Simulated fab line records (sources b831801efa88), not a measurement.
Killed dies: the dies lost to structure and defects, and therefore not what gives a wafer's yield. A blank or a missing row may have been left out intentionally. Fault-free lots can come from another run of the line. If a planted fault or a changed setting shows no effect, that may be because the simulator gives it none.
Matching of chambers :: flow gf180mcu :: cmp-02 running GF_V2_CMP_26: 4 sister chambers
The step polishes, stops on SiO2, t overpolish 15 s, target thk 0 nm. 4 wafers are shown with their chamber, then 9 later ones without.

## EACH WAFER AND ITS CHAMBER
wafer: L532.3
chamber: 3
motor current A (A): 10.9

wafer: L535.1
chamber: 0
motor current A (A): 12.3

wafer: L535.2
chamber: 2
motor current A (A): 11.8

wafer: L535.5
chamber: 1
motor current A (A): 10.5

## WAFERS MISSING THEIR CHAMBER
wafer: L537.1
motor current A (A): 11.9

wafer: L537.5
motor current A (A): 10.5

wafer: L537.6
motor current A (A): 11.9

wafer: L539.2
motor current A (A): 11.8

wafer: L539.4
motor current A (A): 11.2

wafer: L539.6
motor current A (A): 11.4

wafer: L541.1
motor current A (A): 12.6

wafer: L541.4
motor current A (A): 11.2

wafer: L541.5
motor current A (A): 11.1

## WHICH CHAMBER EACH WENT THROUGH
wafer: L537.1
from the rows above: can't be placed: 2 or 0
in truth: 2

wafer: L537.5
from the rows above: can't be placed: 1 or 3
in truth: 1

wafer: L537.6
from the rows above: can't be placed: 2 or 0
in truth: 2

wafer: L539.2
from the rows above: 2
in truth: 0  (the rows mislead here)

wafer: L539.4
from the rows above: can't be placed: 3 or 2 or 1
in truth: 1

wafer: L539.6
from the rows above: can't be placed: 2 or 3
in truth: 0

wafer: L541.1
from the rows above: 0
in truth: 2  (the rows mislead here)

wafer: L541.4
from the rows above: can't be placed: 3 or 2 or 1
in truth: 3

wafer: L541.5
from the rows above: can't be placed: 3 or 1
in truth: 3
Correctly placed: 0 of 9. These rows do not allow placing 7 (true chamber among the candidates in 6). Wrongly placed: 2.
How it was worked out, from the rows above alone: a wafer's distance from a chamber is the root of the sum, over the readings, of the square of ((its reading less the chamber's mean) divided by the reading's scatter). If the next closest chamber is less than 2 further off than the closest, the wafer can't be placed; otherwise it belongs to the closest. A chamber's mean is the mean of its shown wafers. The scatter: root of mean squared gap, hidden wafer to nearest shown wafer, with one shown wafer a chamber.
